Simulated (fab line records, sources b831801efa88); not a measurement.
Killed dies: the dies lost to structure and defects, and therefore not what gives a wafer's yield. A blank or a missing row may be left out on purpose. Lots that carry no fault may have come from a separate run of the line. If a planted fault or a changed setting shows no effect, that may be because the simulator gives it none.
A struck lot beside a sound one | flow sky130 | 15 steps out of a route of 708
Sound: the wafers L326.2, L326.3, L326.4. Struck: wafer L335.1 (L335.3, L335.6, from the same lot, were not struck and are left out); the cause is given at the end.
Order at every step that has rows: each side's tool, ch and its chambers, its first start. Under that, the readings that differ: sound wafers | struck wafers | difference of the means | sigmas: that difference in standard deviations of wafers without a fault.
alike: readings with means less than 2 such deviations apart, plus words and numbers identical on both sides. not compared: withheld readings, readings lacking a value on some wafer, bounds such as >300 that could conceal the same value, and numbers that have no deviation in the record and whose values overlap.
Wherever a step has rows on one side only, a row that says differs or no value, or a row with sigmas, the two part there. Non-overlapping numbers with no deviation appear without sigmas and do not part them. Lack of a reading on every wafer of one side parts them only where that side has two or more wafers.

SKY_VIA3_ETCH_14: etches BARC in N2/H2, stops on SiO2, time 45.9 s, target depth 60 nm.
  sound on rieDiel-01 ch 0,1,3, day 44 07:18; struck on rieDiel-01 ch 2, day 46 23:42
reading              | sound                | struck | difference | sigmas
throttleValvePct (%) | 13.211 13.229 13.217 | 13.245 | +0.026     | +3
  alike: drypumpMotorCurrentA, oesProductAu
  not compared: rfHoursCounterH
then, 1 step without rows for these wafers: SKY_VIA3_ETCH_15 (etches SiO2 in C4F8/O2/Ar, stops on TiN, target depth 507 nm, time 78 s).
SKY_VIA3_STRIP_16: strips in O2/N2.
  sound on plasmaAsher-03 ch 0,1, day 44 07:24; struck on plasmaAsher-03 ch 1, day 46 23:48
reading                  | sound       | struck | difference | sigmas
drypumpMotorCurrentA (A) | 5.0 6.6 5.0 | 6.7    | +1.2       | +2
  alike: oesProductAu, stripTimeToEndpointS
  not compared: rfHoursCounterH
then, 4 steps without rows for these wafers: SKY_VIA3_STRIP_17 (strips in post etch residue remover, time 1200 s); SKY_VIA3_CLEAN_18 (cleans in IPA, time 180 s); SKY_VIA3_CLEAN_19 (cleans in O3/DIW); SKY_VIA3_SPUTTER_20 (material TiN, target thk 20 nm, time 80 s).
SKY_VIA3_CVD_21: deposits W, target thk 390 nm, time 117.31 s.
  sound on cvdW-01 ch 0,1, day 44 08:06; struck on cvdW-02 ch 1, day 47 00:27
  alike: heaterPowerW
SKY_VIA3_RS_MEAS_22: uses a four-point probe to measure.
  sound: filmMetro-01 at day 44 08:14; struck: filmMetro-04 at day 47 00:35
  alike: VIA3_W_RS
SKY_VIA3_THK_MEAS_23: measures by xrf.
  sound: filmMetro-01 at day 44 08:21; struck: filmMetro-04 at day 47 00:42
  alike: VIA3_W_THK
SKY_VIA3_CMP_24: polishes, stops on SiO2, t overpolish 20 s, target thk 0 nm.
  sound on cmp-02 ch 0,2,3, day 44 08:27; struck on cmp-01 ch 0, day 47 00:49
  alike: headPressurePsi, motorCurrentA, overpolishRunS, slurryFilterDpKPa, timeToEndpointS
SKY_METAL4_SPUTTER_00: material Ti, target thk 15 nm, time 10 s.
  sound: pvdSputter-01 at day 44 08:42; struck: pvdSputter-02 at day 47 01:04
  alike: cathodeDcPowerW, throttleValvePct
SKY_METAL4_SPUTTER_01: material TiN, target thk 20 nm, time 16.7 s.
  sound: pvdSputter-01 at day 44 08:43; struck: pvdSputter-02 at day 47 01:05
reading                                   | sound          | struck | difference | sigmas
model.TiN_of_METAL4_SPUTTER_01.thkNm (nm) | 20.34 20 19.89 | 34.12  | +14.04     | 
  alike: cathodeDcPowerW, throttleValvePct
then, 1 step without rows for these wafers: SKY_METAL4_SPUTTER_02 (material AlCu, target thk 735 nm, time 39.1 s).
-- the record jumps here: 5 days lie between the struck wafers' starts before and after (it left off in module METAL4 and takes up again in module PAD_OPEN, whose first step shown is number 708 of the route) --
SKY_PAD_OPEN_PROBE_99:
  sound: prober-01 at day 50 00:16; struck: prober-01 at day 52 02:01
  alike: defectLimitedYield, killed_at_M0_to_M3, killed_at_M4_up, killedAtContacts, killedAtFrontEnd, killedAtOther, killedDies, killedOpen, killedShort, sort_bin_3_pad_short, sort_bin_5_function, sort_bin_6_memory, sortNPass, sortYieldPct

## WHERE THEY PART
Earliest at SKY_VIA3_ETCH_14; latest, in this record, at SKY_VIA3_STRIP_16. Later steps at which nothing parts them and some readings are alike: SKY_VIA3_CVD_21, SKY_VIA3_RS_MEAS_22, SKY_VIA3_THK_MEAS_23, SKY_VIA3_CMP_24, SKY_METAL4_SPUTTER_00, SKY_METAL4_SPUTTER_01, SKY_PAD_OPEN_PROBE_99.

WHY: what had been put in by the simulator
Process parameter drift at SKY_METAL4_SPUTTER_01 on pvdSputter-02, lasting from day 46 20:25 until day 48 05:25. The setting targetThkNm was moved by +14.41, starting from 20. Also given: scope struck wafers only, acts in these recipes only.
